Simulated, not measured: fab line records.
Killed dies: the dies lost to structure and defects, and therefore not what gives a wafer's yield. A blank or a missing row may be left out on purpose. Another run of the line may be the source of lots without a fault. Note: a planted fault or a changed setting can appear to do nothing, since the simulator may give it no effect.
Chamber matching	flow sfqLine	SFQ_TRILAYER_I7_CMP_CMP_184 on cmp-02: 4 sister chambers
The step polishes SiO2. 18 wafers are shown with their chamber, then 8 later ones without.

== WAFERS WITH THEIR CHAMBER ==
wafer	chamber	motorCurrentA (A)	timeToEndpointS (s)
L343.2	0	11.0	214
L343.5	1	10.7	225
L343.6	0	10.6	217
L345.4	2	7.9	224
L345.3	1	10.0	218
L345.6	3	11.3	210
L347.4	1	10.0	228
L347.5	1	9.9	221
L347.6	0	10.1	231
L348.2	0	10.0	225
L348.1	3	11.4	212
L348.4	2	8.2	220
L350.2	1	10.2	208
L350.5	1	10.0	216
L350.6	0	10.3	219
L356.5	2	8.1	242
L356.6	1	10.3	229
L357.1	3	10.8	227

SIGNATURES (averages over the wafers above)
reading	chamber 0	chamber 1	chamber 2	chamber 3	scatter within a chamber
motorCurrentA	10.400	10.157	8.067	11.167	0.313
timeToEndpointS	221.20	220.71	228.67	216.33	8.3
Rule: a wafer lies at a distance from a chamber equal to the root of the sum of squares, over the readings, of (its reading less the chamber's mean, divided by the reading's scatter). If the next closest chamber is less than 2 further off than the closest, the wafer can't be placed; otherwise it belongs to the closest. The scatter: the root of (the sum of the squares of (reading less its chamber's mean) over the shown wafers, divided by (wafers less chambers)).

== WAFERS WHOSE CHAMBER IS MISSING ==
wafer	motorCurrentA (A)	timeToEndpointS (s)
L358.2	8.1	225
L358.6	7.8	227
L363.2	11.6	212
L363.4	7.8	223
L363.6	11.5	224
L365.2	7.8	210
L365.3	10.9	219
L365.5	8.2	221

== CHAMBER TAKEN BY EACH ==
wafer	from the rows above	in truth
L358.2	2	2
L358.6	2	2
L363.2	3	3
L363.4	2	2
L363.6	3	3
L365.2	2	2
L365.3	can't be placed: 3 or 0 or 1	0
L365.5	2	2
Correct placement for 7 of the 8. From these rows, 1 cannot be placed; in 1 the true chamber is one of the candidates. Wrongly placed: 0.
